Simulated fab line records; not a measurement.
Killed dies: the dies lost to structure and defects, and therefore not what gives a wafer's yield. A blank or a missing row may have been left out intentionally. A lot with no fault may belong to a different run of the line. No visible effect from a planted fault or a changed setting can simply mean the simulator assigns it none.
Chamber matching    flow sky130    4 sister chambers for SKY_VIA1_ETCH_15 on rieDiel-02
The step etches SiO2 in C4F8/O2/Ar, stops on TiN, target depth 351 nm, time 54 s. 16 wafers are shown with their chamber, then 8 later ones without.

== WAFERS PAIRED WITH THEIR CHAMBERS ==
wafer   chamber  oesProductAu (a.u.)
L086.1  1        0.967
L086.2  3        0.976
L086.3  0        0.991
L086.4  2        0.980
L086.5  3        0.978
L086.6  2        0.988
L089.1  0        0.984
L089.2  3        0.990
L089.3  2        0.980
L089.4  1        0.978
L089.5  3        0.975
L089.6  0        0.977
L091.1  2        0.979
L091.2  3        0.986
L091.3  1        0.987
L091.4  0        0.979

SIGNATURES, as means of the wafers listed above
reading       chamber 0  chamber 1  chamber 2  chamber 3  scatter within a chamber
oesProductAu  0.98275    0.97733    0.98175    0.98100    0.00675
Rule: for a wafer and a chamber, the distance is found by dividing, reading by reading, the gap between the wafer's reading and the chamber's mean by the reading's scatter, squaring, summing and taking the root. If the next closest chamber is less than 2 further off than the closest, the wafer can't be placed; otherwise it belongs to the closest. The scatter: take each reading less its chamber's mean, square it, sum over the shown wafers, divide by the number of wafers less the number of chambers, and take the root.

== WAFERS WHOSE CHAMBER IS MISSING ==
wafer   oesProductAu (a.u.)
L091.5  0.985
L091.6  0.977
L093.1  0.977
L093.2  0.984
L093.3  0.994
L093.4  0.989
L093.5  0.975
L093.6  0.984

== THE CHAMBER EACH PASSED THROUGH ==
wafer   from the rows above                in truth
L091.5  can't be placed: 0 or 2 or 3 or 1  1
L091.6  can't be placed: 1 or 3 or 2 or 0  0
L093.1  can't be placed: 1 or 3 or 2 or 0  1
L093.2  can't be placed: 0 or 2 or 3 or 1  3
L093.3  can't be placed: 0 or 2 or 3 or 1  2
L093.4  can't be placed: 0 or 2 or 3 or 1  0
L093.5  can't be placed: 1 or 3 or 2 or 0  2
L093.6  can't be placed: 0 or 2 or 3 or 1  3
Placed correctly: 0 of 8. Not placeable from these rows: 8 (in 8, the candidates include the true chamber). Number placed wrongly: 0.
